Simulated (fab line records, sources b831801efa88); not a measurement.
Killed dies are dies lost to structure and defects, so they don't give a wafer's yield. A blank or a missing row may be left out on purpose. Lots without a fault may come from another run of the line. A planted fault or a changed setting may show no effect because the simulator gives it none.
fab line records | flow sky130
record lots=12 wafers=36 last_day=50
route steps=708 shown METAL2@502 VIA3@596 VIA4@650 PAD_OPEN@702
lots that met no fault: from a run of the same line without faults
start_h: hours from the record's first day to the start of the lot's first wafer shown | wait_h: hours since the lot's step before | " the same as in the row above | L1.1+2: a row that stands for several wafers | - no value, or no start given | * or withheld: withheld | < > ~ a bound
route shown NAME@n: a module of which the file shows steps, and the number in the route of the first | usual: mean/standard deviation of fault-free wafers | same: alike in all rows | chamber/n: place in a boat | sites: the reading at each site | _std_site: their standard deviation | _edge_site: outer sites' mean less inner sites' | radius_mm: how far each site lies from the wafer's centre | mask NAME#n: copy n | behind: the tool/chamber that last shaped the wafer | hold: why the lot was held/for how many hours/how that ended | device: the transistor (n, p or np) that didn't switch | end of line: the same wafers' tests at the end of the route | a step without rows: its recipe alone | killed: dies lost to structure and defects at the first sort, not the wafer's yield | map: a wafer's dies, x killed, . not, _ none there
set.NAME: the setting as run; set.NAME@STEP: as run at that earlier step | model.NAME: the simulator's own value behind a step, which no gauge read
steps of the route over a sample of lots; a table a step, a row a wafer
services: from which hour (start_h, from the record's first day; less than 0 if before it) a tool's chamber was out of use, for how many hours, and why
## steps
# step SKY_METAL2_METAL_ETCH_19
# recipe target_depth_a=3600 stop_on=SiO2 over_etch_frac=0.3 time_s=78 chemistry=Cl2/BCl3 resist_sidewall_deg=88 pressure_mtorr=10 icp_w=900 bias_w=48.5 Cl2_flow_sccm=60 bcl3_flow_sccm=30
# usual drypump_motor_current_A=5.8/0.49 oes_product_au=0.852/0.0066 rf_fwd_power_W=894.0/2.9 throttle_valve_pct=22.265/0.0093
# same over_etch_frac=0.3
# columns lot.wafer tool chamber start_h wait_h drypump_motor_current_A oes_product_au rf_fwd_power_W rf_hours_counter_h throttle_valve_pct
L571.2 rie_metal-01 1 830.99 0.0 5.7 0.849 892.4 6 22.272
L571.4 " 1 " " 5.7 0.853 890.6 - 22.244
L571.5 " 0 " " 4.9 0.860 896.0 - 22.273
L572.4 rie_metal-03 0 834.30 0.1 5.3 0.835 894.5 - 22.268
L572.5 " 1 " " 5.8 0.856 895.3 - 22.268
L572.6 " 0 " " 5.3 0.849 893.5 - 22.280
L575.1 rie_metal-03 1 861.27 0.0 5.8 0.856 895.2 18 22.262
L575.2 " 0 " " 5.3 0.848 896.3 2 22.262
L575.6 " 0 " " 5.3 0.849 893.8 - 22.250
L577.2 rie_metal-01 0 875.38 0.0 4.9 0.850 896.3 9 22.267
L577.3 " 0 " " 4.9 0.851 894.7 - 22.260
L577.4 " 1 " " 5.7 0.860 897.0 - 22.255
L579.4 rie_metal-01 1 889.62 0.1 5.7 0.858 892.5 - 22.253
L579.5 " 1 " " 5.7 0.853 891.2 - 22.273
L579.6 " 0 " " 4.9 0.847 893.5 - 22.247
L580.1 rie_metal-01 0 905.03 0.0 4.9 0.854 891.8 11 22.259
L580.3 " 1 " " 5.7 0.853 889.4 - 22.270
L580.5 " 0 " " 4.9 0.864 894.1 - 22.275
L585.2 rie_metal-02 1 936.59 0.1 6.4 0.853 895.3 - 22.259
L585.3 " 1 " " 6.4 0.847 892.3 - 22.260
L585.4 " 1 " " 6.4 0.851 895.8 - 22.264
L586.1 rie_metal-03 1 943.49 0.0 5.8 0.856 895.6 2 22.268
L586.2 " 0 " " 5.3 0.866 893.0 6 22.257
L586.5 " 1 " " 5.8 0.853 896.6 - 22.275
L590.1 rie_metal-02 1 960.59 0.0 6.3 0.857 897.2 4 22.267
L590.5 " 1 " " 6.4 0.857 899.2 - 22.271
L590.6 " 0 " " 6.0 0.850 892.4 - 22.256
L591.3 rie_metal-02 0 972.91 0.1 6.0 0.845 886.9 - 22.264
L591.4 " 1 " " 6.3 0.852 898.5 - 22.281
L591.5 " 0 " " 6.0 0.851 886.0 - 22.277
L592.1 rie_metal-02 0 976.92 0.0 6.0 0.850 888.7 2 22.267
L592.2 " 1 " " 6.3 0.856 899.7 5 22.295
L592.4 " 1 " " 6.4 0.849 894.4 - 22.263
L593.2 rie_metal-03 0 984.57 0.0 5.3 0.847 890.3 8 22.270
L593.4 " 0 " " 5.3 0.832 894.8 - 22.267
L593.6 " 1 " " 5.8 0.848 898.7 - 22.261
# step SKY_VIA3_THK_MEAS_23
# recipe thk_meas_gauge=xrf reads=W_of_VIA3_CVD_21
# usual VIA3_W_THK=395/7.4
# columns lot.wafer tool chamber start_h wait_h VIA3_W_THK[nm]
L571.2 film_metro-04 - 940.70 0.1 406
L571.4 " - " " 394
L571.5 " - " " 395
L572.4 film_metro-04 - 943.66 0.1 398
L572.5 " - " " 397
L572.6 " - " " 403
L575.1 film_metro-03 - 967.50 0.1 386
L575.2 " - " " 396
L575.6 " - " " 389
L577.2 film_metro-03 - 980.68 0.1 394
L577.3 " - " " 399
L577.4 " - " " 397
L579.4 film_metro-03 - 994.06 0.1 396
L579.5 " - " " 391
L579.6 " - " " 388
L580.1 film_metro-04 - 1008.06 0.1 398
L580.3 " - " " 401
L580.5 " - " " 395
L585.2 film_metro-04 - 1037.64 0.1 396
L585.3 " - " " 396
L585.4 " - " " 402
L586.1 film_metro-04 - 1041.77 0.1 391
L586.2 " - " " 403
L586.5 " - " " 401
L590.1 film_metro-04 - 1055.99 0.1 398
L590.5 " - " " 402
L590.6 " - " " 390
L591.3 film_metro-04 - 1068.90 0.1 393
L591.4 " - " " 406
L591.5 " - " " 395
L592.1 film_metro-02 - 1072.74 0.1 393
L592.2 " - " " 383
L592.4 " - " " 381
L593.2 film_metro-02 - 1078.84 0.1 378
L593.4 " - " " 379
L593.6 " - " " 392
# step SKY_VIA4_OVL_MEAS_11
# usual VIA4_OVL=-0.1/1.5
# columns lot.wafer tool chamber start_h wait_h VIA4_OVL[nm]
L571.2 overlay-01 - 1014.71 0.1 1.2
L571.4 " - " " 0.6
L571.5 " - " " 2.8
L572.4 overlay-01 - 1016.58 0.1 -0.4
L572.5 " - " " -0.3
L572.6 " - " " -1.4
L575.1 overlay-01 - 1038.59 0.1 -1.6
L575.2 " - " " -0.5
L575.6 " - " " 0.1
L577.2 overlay-01 - 1051.35 0.1 -1.2
L577.3 " - " " -0.9
L577.4 " - " " -0.8
L579.4 overlay-01 - 1062.42 0.1 0.2
L579.5 " - " " -1.9
L579.6 " - " " -1.8
L580.1 overlay-02 - 1076.21 0.1 -1.1
L580.3 " - " " -0.3
L580.5 " - " " 1.2
L585.2 overlay-02 - 1104.31 0.1 1.2
L585.3 " - " " 2.2
L585.4 " - " " -0.2
L586.1 overlay-02 - 1107.46 0.1 0.3
L586.2 " - " " 2.1
L586.5 " - " " 4.1
L590.1 overlay-02 - 1120.27 0.1 0.2
L590.5 " - " " -1.9
L590.6 " - " " -1.4
L591.3 overlay-02 - 1132.60 0.1 0.7
L591.4 " - " " -0.4
L591.5 " - " " 1.9
L592.1 overlay-01 - 1135.54 0.1 -2.7
L592.2 " - " " -1.6
L592.4 " - " " -1.3
L593.2 overlay-02 - 1141.02 0.1 -1.6
L593.4 " - " " -1.5
L593.6 " - " " -1.4
# step SKY_PAD_OPEN_STRIP_08
# recipe chemistry=O2/N2 power_w=1400 pressure_mtorr=1500 platen_temp_c=withheld overash_fraction=0.7 o2_flow_sccm=3000 n2_flow_sccm=300
# usual drypump_motor_current_A=5.6/0.3 oes_product_au=0.663/0.0044
# columns lot.wafer tool chamber start_h wait_h drypump_motor_current_A oes_product_au rf_hours_counter_h
L571.2 plasma_asher-03 1 1082.98 0.1 5.2 0.655 2
L571.4 " 1 " " 5.2 0.666 -
L571.5 " 0 " " 5.4 0.667 -
L572.4 plasma_asher-02 0 1083.23 0.1 6.1 0.664 -
L572.5 " 0 " " 6.1 0.664 -
L572.6 " 1 " " 5.4 0.659 -
L575.1 plasma_asher-03 0 1104.35 0.1 5.4 0.665 4
L575.2 " 1 " " 5.2 0.661 4
L575.6 " 0 " " 5.4 0.672 -
L577.2 plasma_asher-03 1 1116.01 0.1 5.2 0.666 6
L577.3 " 1 " " 5.2 0.663 -
L577.4 " 0 " " 5.4 0.667 -
L579.4 plasma_asher-03 0 1125.53 0.1 5.4 0.651 -
L579.5 " 1 " " 5.2 0.662 -
L579.6 " 0 " " 5.4 0.664 -
L580.1 plasma_asher-04 0 1138.81 0.1 5.7 0.657 102
L580.3 " 0 " " 5.7 0.668 -
L580.5 " 1 " " 5.9 0.665 -
L585.2 plasma_asher-03 0 1163.41 0.1 5.4 0.666 11
L585.3 " 0 " " 5.4 0.662 -
L585.4 " 1 " " 5.2 0.663 -
L586.1 plasma_asher-02 1 1165.81 0.1 5.4 0.666 40
L586.2 " 0 " " 6.0 0.667 40
L586.5 " 1 " " 5.4 0.667 -
L590.1 plasma_asher-03 1 1177.40 0.1 5.2 0.665 13
L590.5 " 1 " " 5.2 0.664 -
L590.6 " 0 " " 5.4 0.660 -
L591.3 plasma_asher-02 1 1186.63 0.1 5.4 0.663 -
L591.4 " 0 " " 6.1 0.662 -
L591.5 " 1 " " 5.4 0.664 -
L592.1 plasma_asher-02 0 1189.03 0.1 6.1 0.658 42
L592.2 " 1 " " 5.3 0.660 42
L592.4 " 0 " " 6.1 0.659 -
L593.2 plasma_asher-04 0 1193.88 0.1 5.7 0.668 107
L593.4 " 1 " " 5.9 0.665 -
L593.6 " 0 " " 5.7 0.665 -
# step SKY_PAD_OPEN_PROBE_99
# usual defect_limited_yield=82.3/1.9 killed_at_M0_to_M3=44/6.9 killed_at_M4_up=3.3/2.1 killed_at_contacts=24/4.8 killed_at_front_end=15/4.4 killed_at_other=0.2/0.48 killed_dies=87/9.5 killed_open=48/6.5 killed_short=39/6.3 sort_bin_3_pad_short=0.9/0.48 sort_bin_5_function=10.5/1.5 sort_bin_6_memory=6.3/1.1 sort_n_pass=405/9.5 sort_yield_pct=82.3/1.9
# same gross_dies=492 killed_at_back_side=0 sort_bin_4_leakage[%]=0 sort_bin_8_speed[%]=0
# columns lot.wafer tool chamber start_h wait_h defect_limited_yield[%] killed_at_M0_to_M3 killed_at_M4_up killed_at_contacts killed_at_front_end killed_at_other killed_dies killed_open killed_short sort_bin_3_pad_short[%] sort_bin_5_function[%] sort_bin_6_memory[%] sort_n_pass sort_yield_pct[%]
L579.4 prober-01 - 1127.97 0.2 79.3 59 4 26 12 1 102 54 48 1.0 11.4 8.3 390 79.3
L579.5 prober-01 - 1128.02 0.2 81.3 55 2 22 13 0 92 59 33 1.0 9.1 8.5 400 81.3
L579.6 prober-01 - 1128.07 0.2 73.0 93 1 26 13 0 133 51 46 3.0 16.9 7.1 359 73.0
L580.1 prober-02 - 1141.04 0.1 76.8 67 2 30 14 1 114 38 42 2.4 11.6 9.1 378 76.8
L580.3 prober-02 - 1141.14 0.2 81.5 47 2 22 20 0 91 50 41 0.8 10.8 6.9 401 81.5
L580.5 prober-02 - 1141.24 0.2 75.6 82 1 20 17 0 120 48 37 3.7 14.0 6.7 372 75.6
L585.3 prober-01 - 1165.76 0.2 82.5 49 2 23 12 0 86 45 41 1.2 10.4 5.9 406 82.5
# killed by level:class
L579.4 VIA1:geometric_particle:open=21 CONTACT:geometric_particle:open=9 CONTACT:geometric_particle:short=8 FIELD_ISO:geometric_particle:open=7 VIA1:geometric_particle:short=7 METAL1:geometric_particle:short=6 LI_CONTACT:geometric_particle:open=5 VIA2:geometric_particle:short=5
L579.5 VIA3:geometric_particle:open=14 LI_CONTACT:geometric_particle:open=12 VIA1:geometric_particle:open=11 VIA3:geometric_particle:short=9 VIA2:geometric_particle:open=7 FIELD_ISO:geometric_particle:open=5 METAL2:geometric_particle:short=3 METAL1:geometric_particle:short=3
L579.6 METAL2:unspecified=36 VIA1:geometric_particle:open=11 VIA3:geometric_particle:open=9 VIA1:geometric_particle:short=9 CONTACT:geometric_particle:open=8 LI_CONTACT:geometric_particle:open=8 VIA2:geometric_particle:open=8 METAL1:geometric_particle:short=6
L580.1 METAL2:unspecified=34 CONTACT:geometric_particle:open=13 VIA1:geometric_particle:short=7 LOCAL_INTERCONNECT:geometric_particle:short=6 VIA2:geometric_particle:open=5 CONTACT:geometric_particle:short=5 METAL1:geometric_particle:short=5 FIELD_ISO:geometric_particle:open=4
L580.3 VIA3:geometric_particle:open=9 VIA1:geometric_particle:open=9 VIA1:geometric_particle:short=8 LOCAL_INTERCONNECT:geometric_particle:short=7 CONTACT:geometric_particle:open=7 POLY_GATE:geometric_particle:open=6 FIELD_ISO:geometric_particle:short=5 FIELD_ISO:geometric_particle:open=4
L580.5 METAL2:unspecified=34 VIA1:geometric_particle:open=13 VIA2:geometric_particle:open=7 FIELD_ISO:geometric_particle:open=6 LI_CONTACT:geometric_particle:open=6 VIA2:geometric_particle:short=6 VIA3:geometric_particle:open=6 FIELD_ISO:geometric_particle:short=5
L585.3 CONTACT:geometric_particle:open=13 VIA1:geometric_particle:open=12 VIA1:geometric_particle:short=10 VIA2:geometric_particle:open=8 METAL1:geometric_particle:short=7 FIELD_ISO:geometric_particle:open=4 LI_CONTACT:geometric_particle:open=4 CONTACT:geometric_particle:short=4
## services
# columns tool chamber start_h hours kind
rie_metal-03 - 820.09 0.5 repair
rie_metal-02 - 830.88 2.8 pm
rie_metal-01 - 852.71 0.6 repair
rie_metal-02 1 868.71 - clean
rie_metal-02 1 868.71 21.3 scheduled_down
rie_metal-02 1 868.71 21.3 vent_cycle
rie_metal-03 1 886.46 - clean
rie_metal-03 1 886.46 18.4 scheduled_down
rie_metal-03 1 886.46 18.4 vent_cycle
rie_metal-01 1 891.75 7.3 repair
plasma_asher-04 - 895.76 11.9 repair
rie_metal-02 0 920.84 - clean
rie_metal-02 0 920.84 20.3 scheduled_down
plasma_asher-02 - 930.14 2.8 repair
plasma_asher-04 - 962.06 0.3 repair
rie_metal-03 1 993.58 17.2 repair
rie_metal-01 - 1045.68 0.2 repair
plasma_asher-03 - 1055.25 9.0 pm
plasma_asher-03 0 1055.25 9.0 vent_cycle
plasma_asher-03 1 1055.25 9.0 vent_cycle
plasma_asher-03 0 1064.25 - clean
plasma_asher-03 1 1064.25 - clean
plasma_asher-02 - 1098.79 30.3 repair
plasma_asher-04 - 1120.74 14.6 pm
## key
first_sign step=SKY_PAD_OPEN_PROBE_99 reading=killed_at_M0_to_M3 direction=up sigmas=5.3 usual=44 struck=81
effect step=SKY_PAD_OPEN_PROBE_99 reading=sort_bin_3_pad_short direction=up sigmas=4.5 usual=0.9 struck=3.0
met_at SKY_METAL2_METAL_ETCH_19
struck_lots L579,L580
struck_wafers L579.6,L580.1,L580.5
not_acting_at SKY_VIA3_THK_MEAS_23,SKY_VIA4_OVL_MEAS_11,SKY_PAD_OPEN_STRIP_08
onset_between 875.38 889.62
fault kind=chamber_particle_source tool=rie_metal-01 chamber=0 onset_h=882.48 steps=SKY_METAL2_METAL_ETCH_19 rate_per_visit_cm2=1.3922 end_h=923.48
